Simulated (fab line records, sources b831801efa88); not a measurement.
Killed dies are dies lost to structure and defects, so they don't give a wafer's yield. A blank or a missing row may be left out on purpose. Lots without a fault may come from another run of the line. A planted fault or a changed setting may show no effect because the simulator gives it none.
A struck lot beside a sound one | flow sky130 | 15 steps out of a route of 708
Sound: wafers L645.2, L645.4, L645.5. Struck: wafers L636.1, L636.2, L636.5. The cause comes at the end.
At each step with rows: each side's tool, then ch and its chambers, then its first start. Under that, the readings that differ: sound wafers | struck wafers | difference of the means | sigmas: that difference in standard deviations of wafers without a fault.
alike: readings whose means differ by less than 2 such deviations, and words and numbers that are the same on both sides. not compared: withheld readings, readings that some wafer has no value for, bounds like >300 that may hide the same value, and numbers for which the record gives no deviation and whose values overlap.
The two part at a step that has a row with sigmas, a row that says differs or no value, or rows on one side only. Numbers that don't overlap but have no deviation are shown without sigmas and don't part them. A reading that every wafer of one side lacks parts them only if that side has two wafers or more.

first, 1 step without rows for these wafers: SKY_PWDE_IMPLANT_08.
SKY_PWDE_STRIP_09: strips in O2/N2.
  sound on plasma_asher-02 ch 0,1, day 9 08:23; struck on plasma_asher-04 ch 0,1, day 6 15:31
  alike: drypump_motor_current_A, oes_product_au, strip_time_to_endpoint_s
  not compared: rf_hours_counter_h
SKY_PWDE_TW_MEAS_10:
  sound on film_metro-01, day 9 08:29; struck on film_metro-02, day 6 15:37
  alike: PWDE_TW
then, 7 steps without rows for these wafers: SKY_NWELL_DEHYDRATE_03 (time 60 s); SKY_NWELL_HMDS_04 (prime time 60 s); SKY_NWELL_COAT_05 (resist thk 3000 nm); SKY_NWELL_SOFTBAKE_06; SKY_NWELL_EXPOSE_07 (exposes mask NWM, target cd 840 nm); SKY_NWELL_PEB_08; SKY_NWELL_DEVELOP_09 (develop time 60 s).
SKY_NWELL_OVL_MEAS_10:
  sound on overlay-02, day 10 05:37; struck on overlay-02, day 7 10:38
  alike: NWELL_00_OVL
then, 1 step without rows for these wafers: SKY_NWELL_IMPLANT_11.
SKY_NWELL_IMPLANT_12:
  sound on implanter-02 ch 0, day 10 05:49; struck on implanter-04 ch 0, day 7 10:50
  reading            | sound                         | struck                          | difference  | sigmas
  dose_ions_cm2      | 1.3e+12 1.2991e+12 1.2989e+12 | 1.3741e+12 1.372e+12 1.3729e+12 | +7.3667e+10 | +61
  faraday_current_uA | 7.09 7.12 7.50                | 7.88 7.79 7.72                  | +0.56       | +4
  alike: beam_energy_keV
then, 1 step without rows for these wafers: SKY_NWELL_IMPLANT_13.
SKY_PAD_OPEN_PROBE_99:
  the record has rows for the sound wafers here (prober-01, day 51 04:35) and none for the struck ones

WHERE THEY PART
First at SKY_NWELL_IMPLANT_12; last, within this record, at SKY_PAD_OPEN_PROBE_99.

WHY: what the simulator had put in
Process parameter drift: implanter-04, from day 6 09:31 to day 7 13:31, at SKY_NWELL_IMPLANT_12. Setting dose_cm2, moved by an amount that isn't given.
